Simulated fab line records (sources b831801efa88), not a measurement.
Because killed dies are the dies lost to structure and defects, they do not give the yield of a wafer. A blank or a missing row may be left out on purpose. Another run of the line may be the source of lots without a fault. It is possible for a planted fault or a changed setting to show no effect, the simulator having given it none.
Split-lot trial ; flow gf180mcu ; route with 602 steps; 5 lots, 23 wafers read

## ON THE SPLIT
At GF_M1_SPUTTER_03 (material Ti, target thk 10 nm, time 6.7 s), the setting time-s was moved away from the recipe's 6.7 s on 10 of the 23 wafers read, by -10.5% to +5.6%. This setting was run at the recipe's value on the other wafers.

The reading is taken at the split's own step.

## THE READING
Ti_of_M1_SPUTTER_03.thk-nm (the simulator's own value, which no gauge read), in nm, at GF_M1_SPUTTER_03 (material Ti, target thk 10 nm, time 6.7 s). There is no usual value for it anywhere in the file. Here, 13 wafers ran the recipe; their average is 10.067 nm with a standard deviation of 0.18 nm.

wafer;tool, chamber at the split;time-s as run, s;against the recipe;Ti_of_M1_SPUTTER_03.thk-nm, nm;against lot-mates on the recipe
L074.2;pvd-sputter-01, -;6.7;recipe;9.995;-
L074.3;pvd-sputter-01, -;6.7;recipe;10.13;-
L074.4;pvd-sputter-01, -;7.078;+5.6%;10.54;+0.485
L074.5;pvd-sputter-01, -;7.078;+5.6%;10.58;+0.525
L074.6;pvd-sputter-01, -;6.7;recipe;10.04;-
L078.1;pvd-sputter-04, -;6.7;recipe;9.99;-
L078.2;pvd-sputter-04, -;6.293;-6.1%;9.412;-0.406
L078.4;pvd-sputter-04, -;6.293;-6.1%;9.24;-0.578
L078.5;pvd-sputter-04, -;6.293;-6.1%;9.41;-0.408
L078.6;pvd-sputter-04, -;6.7;recipe;9.646;-
L082.2;pvd-sputter-01, -;6.7;recipe;10.09;-
L082.3;pvd-sputter-01, -;6.7;recipe;10.25;-
L082.4;pvd-sputter-01, -;6.7;recipe;10.21;-
L084.1;pvd-sputter-02, -;6.7;recipe;10.21;-
L084.2;pvd-sputter-02, -;5.995;-10.5%;9.321;-0.932
L084.3;pvd-sputter-02, -;6.7;recipe;10.28;-
L084.4;pvd-sputter-02, -;5.995;-10.5%;9.214;-1.039
L084.6;pvd-sputter-02, -;6.7;recipe;10.27;-
L085.1;pvd-sputter-01, -;6.242;-6.8%;9.255;-0.623
L085.3;pvd-sputter-01, -;6.7;recipe;9.851;-
L085.4;pvd-sputter-01, -;6.242;-6.8%;9.254;-0.624
L085.5;pvd-sputter-01, -;6.242;-6.8%;9.253;-0.625
L085.6;pvd-sputter-01, -;6.7;recipe;9.904;-

THE FIT
A straight line over all 23 wafers: Ti_of_M1_SPUTTER_03.thk-nm changes by +0.0948 nm for each +1% of time-s; r = +0.92; the points scatter about the line by 0.18 nm.
The same after taking each lot's own level away (the mean of its wafers on the recipe; 23 wafers): +0.0894 nm for each +1%; r = +0.98; scatter 0.08 nm.
According to that fit, moving time-s by its largest amount changes the reading by 0.94 nm.
Measured against the standard deviation above, the lots' own levels, which go from 9.8180 to 10.2533 nm, span 2.4 times it.
The two slopes are in agreement: the lot-to-lot level therefore moves the slope only a little.
Check: -0.937 nm against its lot-mates is what the line predicts for one of the wafers moved furthest among these (-10.5%) when that wafer is left out of the fit. Against them it came out at -0.932 nm.

## THESE WAFERS: OTHER SPLITS
Note: prior to the reading, these wafers also went through further splits. Each is held against what the fit with the lots' levels taken away leaves over:
other split on the same wafers;wafers away from the commonest value;r with Ti_of_M1_SPUTTER_03.thk-nm (lot level and that fit taken away)
GF_SAB_ETCH_11 time-s;11;+0.20
GF_SALICIDE_SPUTTER_03 time-s;6;-0.38
GF_CONTACT_CMP_04 leave-above-ref-nm;8;+0.14
GF_CONTACT_DEVELOP_13 dev-temp-c;7;+0.13

## THE FILE'S OWN FIT
Ti_of_M1_SPUTTER_03.thk-nm changes by +0.0897 nm for each +1% of time-s, r = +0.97.
